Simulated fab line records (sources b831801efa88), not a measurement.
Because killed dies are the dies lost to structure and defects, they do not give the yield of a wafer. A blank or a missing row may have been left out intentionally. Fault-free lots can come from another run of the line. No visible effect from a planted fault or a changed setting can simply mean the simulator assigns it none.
Chamber matching | flow gf180mcu | GF_V4_CVD_02 on pecvd-02 has 3 sister chambers
The step deposits SiO2 from TEOS, target thk 850 nm, time 94.851 s. 3 wafers are shown with their chamber, then 8 later ones without.

## EACH WAFER AND ITS CHAMBER
wafer  | chamber | heater_power_w (W)
L723.4 | 2       | 720
L726.3 | 1       | 568
L729.3 | 0       | 574

## WAFERS WITH NO CHAMBER GIVEN
wafer  | heater_power_w (W)
L729.4 | 704
L729.6 | 485
L730.1 | 626
L730.3 | 675
L730.5 | 471
L732.3 | 560
L732.4 | 466
L732.6 | 572

## EACH ONE'S CHAMBER
wafer  | from the rows above          | in truth
L729.4 | can't be placed: 2 or 0 or 1 | 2
L729.6 | can't be placed: 1 or 0      | 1
L730.1 | can't be placed: 0 or 1 or 2 | 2
L730.3 | can't be placed: 2 or 0 or 1 | 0
L730.5 | can't be placed: 1 or 0      | 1
L732.3 | can't be placed: 1 or 0      | 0
L732.4 | can't be placed: 1 or 0      | 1
L732.6 | can't be placed: 0 or 1      | 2
Correct placement for 0 of the 8. Unplaceable from these rows: 8, with the true chamber sitting among the candidates in 7. Number placed wrongly: 0.
How it was worked out, from the rows above alone: a wafer's distance from a chamber is the root of the sum, over the readings, of the square of ((its reading less the chamber's mean) divided by the reading's scatter). If the next closest chamber is less than 2 further off than the closest, the wafer can't be placed; otherwise it belongs to the closest. The mean given for a chamber averages the wafers shown for that chamber. The scatter: root of mean squared gap, hidden wafer to nearest shown wafer, with one shown wafer a chamber.
